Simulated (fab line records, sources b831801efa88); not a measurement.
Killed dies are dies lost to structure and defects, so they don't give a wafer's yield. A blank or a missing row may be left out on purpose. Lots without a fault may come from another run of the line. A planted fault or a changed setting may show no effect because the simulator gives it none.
Which tool did it? | flow gf180mcu | 14 lots, 42 wafers sampled, at 4 steps of a route of 602

WHAT THE GAUGES READ, wafer by wafer
GF_M3_CD_MEAS_14: target cd 280 nm. Usual: cd_nm 280.1 nm, standard deviation 1.3.
lot  | measured     | on        | cd_nm (nm)        | flag
L414 | day 21 06:20 | cd_sem-01 | 279.5 280.4 281.3 |
L417 | day 22 14:07 | cd_sem-02 | 282.1 281.3 281.8 |
L418 | day 23 00:35 | cd_sem-02 | - - -             | OFF
L419 | day 23 06:37 | cd_sem-01 | - - -             | OFF
L425 | day 25 08:24 | cd_sem-02 | 279.1 279.1 280.1 |
L428 | day 26 06:45 | cd_sem-02 | 279.5 279.1 280.8 |
L430 | day 26 22:56 | cd_sem-01 | 278.7 278.8 278.5 |
L431 | day 27 02:33 | cd_sem-02 | 279.9 280.1 279.4 |
L432 | day 27 09:31 | cd_sem-02 | 281.5 281.4 281.2 |
L433 | day 27 14:36 | cd_sem-02 | 278.4 278.4 277.3 |
L434 | day 27 23:50 | cd_sem-02 | 277.9 279.3 277.2 |
L435 | day 28 10:20 | cd_sem-01 | 280.4 281.0 280.4 |
L436 | day 28 14:51 | cd_sem-01 | 278.7 278.5 278.6 |
L437 | day 28 18:11 | cd_sem-01 | 279.1 280.0 279.6 |

WHICH TOOL RAN EACH LOT (tool, then ch and the chambers of the sampled wafers, then the start)
lot  | GF_V2_ETCH_16                      | GF_V2_STRIP_18                       | GF_M3_DEVELOP_13
L414 | rie_diel-04 ch 1,2,3, day 20 04:28 | plasma_asher-04 ch 0,1, day 20 04:35 | litho_track-01 ch 0, day 21 06:11
L417 | rie_diel-04 ch 0,1,2, day 21 13:34 | plasma_asher-03 ch 0,1, day 21 13:41 | litho_track-02 ch 0, day 22 13:58
L418 | rie_diel-02 ch 0,1,2, day 21 23:59 | plasma_asher-01 ch 0,1, day 22 00:07 | litho_track-04, day 23 00:26
L419 | rie_diel-01 ch 1,2,3, day 22 06:10 | plasma_asher-01 ch 0,1, day 22 06:17 | litho_track-02, day 23 06:28
L425 | rie_diel-01 ch 0,1, day 24 09:25   | plasma_asher-01 ch 0,1, day 24 09:32 | litho_track-02 ch 0, day 25 08:16
L428 | rie_diel-04 ch 0,2, day 25 07:34   | plasma_asher-03 ch 0,1, day 25 07:41 | litho_track-02 ch 0, day 26 06:37
L430 | rie_diel-02 ch 1,2,3, day 26 00:13 | plasma_asher-04 ch 0,1, day 26 00:20 | litho_track-04 ch 0, day 26 22:47
L431 | rie_diel-02 ch 0,2,3, day 26 04:20 | plasma_asher-01 ch 0, day 26 04:28   | litho_track-02 ch 0, day 27 02:25
L432 | rie_diel-01 ch 2,3, day 26 11:07   | plasma_asher-01 ch 0,1, day 26 11:14 | litho_track-01 ch 0, day 27 09:22
L433 | rie_diel-02 ch 0,1,3, day 26 16:20 | plasma_asher-01 ch 0,1, day 26 16:28 | litho_track-02 ch 0, day 27 14:28
L434 | rie_diel-02 ch 2,3, day 27 02:15   | plasma_asher-03 ch 0,1, day 27 02:25 | litho_track-01 ch 0, day 27 23:40
L435 | rie_diel-04 ch 1,2, day 27 13:09   | plasma_asher-03 ch 0,1, day 27 13:17 | litho_track-04 ch 0, day 28 10:11
L436 | rie_diel-04 ch 2,3, day 27 17:51   | plasma_asher-01 ch 0,1, day 27 17:59 | litho_track-01 ch 0, day 28 14:43
L437 | rie_diel-04 ch 0,2,3, day 27 20:53 | plasma_asher-03 ch 0,1, day 27 21:01 | litho_track-02 ch 0, day 28 18:02
- GF_V2_ETCH_16: etches BARC in N2/H2.
- GF_V2_STRIP_18: strips in O2/N2.
- GF_M3_DEVELOP_13: develop time 60 s.

WHAT THE TOOLS THEMSELVES READ (means of the sampled wafers that have a number; where no wafer has one, the mark that the record gives instead)
GF_V2_ETCH_16. Usual: drypump_motor_current_A 5.8 A, standard deviation 0.49; oes_product_au 0.855 a.u., standard deviation 0.0046; throttle_valve_pct 13.225 %, standard deviation 0.0089.
lot  | tool        | drypump_motor_current_A (A) | oes_product_au (a.u.) | throttle_valve_pct (%) | flag
L414 | rie_diel-04 | 5.5                         | 0.855                 | 13.219                 |
L417 | rie_diel-04 | 5.4                         | 0.854                 | 13.226                 |
L418 | rie_diel-02 | 6.3                         | 0.859                 | 13.220                 |
L419 | rie_diel-01 | 5.9                         | 0.851                 | 13.232                 |
L425 | rie_diel-01 | 6.0                         | 0.851                 | 13.226                 |
L428 | rie_diel-04 | 5.5                         | 0.852                 | 13.228                 |
L430 | rie_diel-02 | 6.0                         | 0.860                 | 13.224                 |
L431 | rie_diel-02 | 5.8                         | 0.856                 | 13.233                 |
L432 | rie_diel-01 | 6.1                         | 0.855                 | 13.225                 |
L433 | rie_diel-02 | 5.7                         | 0.855                 | 13.223                 |
L434 | rie_diel-02 | 6.2                         | 0.854                 | 13.221                 |
L435 | rie_diel-04 | 5.4                         | 0.851                 | 13.233                 |
L436 | rie_diel-04 | 5.7                         | 0.853                 | 13.217                 |
L437 | rie_diel-04 | 5.6                         | 0.856                 | 13.222                 |

GF_V2_STRIP_18. Usual: drypump_motor_current_A 6.34 A, standard deviation 0.2; heater_power_w 358 W, standard deviation 25; oes_product_au 0.593 a.u., standard deviation 0.0048.
lot  | tool            | drypump_motor_current_A (A) | heater_power_w (W) | oes_product_au (a.u.) | flag
L414 | plasma_asher-04 | 6.27                        | 369                | 0.590                 |
L417 | plasma_asher-03 | 6.15                        | 321                | 0.589                 |
L418 | plasma_asher-01 | 6.55                        | 358                | 0.589                 |
L419 | plasma_asher-01 | 6.55                        | 355                | 0.587                 |
L425 | plasma_asher-01 | 6.57                        | 356                | 0.590                 |
L428 | plasma_asher-03 | 6.15                        | 325                | 0.595                 |
L430 | plasma_asher-04 | 6.29                        | 376                | 0.598                 |
L431 | plasma_asher-01 | 6.56                        | 351                | 0.596                 |
L432 | plasma_asher-01 | 6.55                        | 368                | 0.591                 |
L433 | plasma_asher-01 | 6.54                        | 359                | 0.595                 |
L434 | plasma_asher-03 | 6.04                        | 339                | 0.593                 |
L435 | plasma_asher-03 | 6.14                        | 320                | 0.593                 |
L436 | plasma_asher-01 | 6.54                        | 360                | 0.593                 |
L437 | plasma_asher-03 | 6.16                        | 326                | 0.593                 |

GF_M3_DEVELOP_13. Usual: chill_plate_temp_C 22.98 C, standard deviation 0.096.
lot  | tool           | chill_plate_temp_C (C) | flag
L414 | litho_track-01 | 22.98                  |
L417 | litho_track-02 | 23.02                  |
L418 | litho_track-04 | -                      | OFF
L419 | litho_track-02 | -                      | OFF
L425 | litho_track-02 | 22.92                  |
L428 | litho_track-02 | 22.94                  |
L430 | litho_track-04 | 22.92                  |
L431 | litho_track-02 | 22.97                  |
L432 | litho_track-01 | 23.11                  |
L433 | litho_track-02 | 22.99                  |
L434 | litho_track-01 | 22.97                  |
L435 | litho_track-04 | 23.00                  |
L436 | litho_track-01 | 22.91                  |
L437 | litho_track-02 | 22.91                  |

THE ANSWER, worked out from the rows above alone
Rule: a lot is off if the mean of its wafers that have a number lies more than 3 standard deviations from the usual mean. A lot without any number at a reading at which 4 lots or more have one is off too. The other lots that the step has rows for count as sound. The gauges are gone through in route order, then the tools' own readings, and for those a lot's mean is taken as printed above. The first step at which some lot is off is used, and at that step the reading that is off furthest; a lot without a number counts as furthest.
Off: L418, L419, at GF_M3_CD_MEAS_14 (cd_nm). Without a number there: L418, L419.
A tool fits if, at a process step before that reading, it ran every lot that is off, and no sound lot after the first of them. The gauges at GF_M3_CD_MEAS_14 aren't tried: what is off there is off at GF_M3_DEVELOP_13 too, on other tools, and a gauge's error can't cause that. None of those tried fits.

WHAT THE SIMULATOR HAD PUT IN
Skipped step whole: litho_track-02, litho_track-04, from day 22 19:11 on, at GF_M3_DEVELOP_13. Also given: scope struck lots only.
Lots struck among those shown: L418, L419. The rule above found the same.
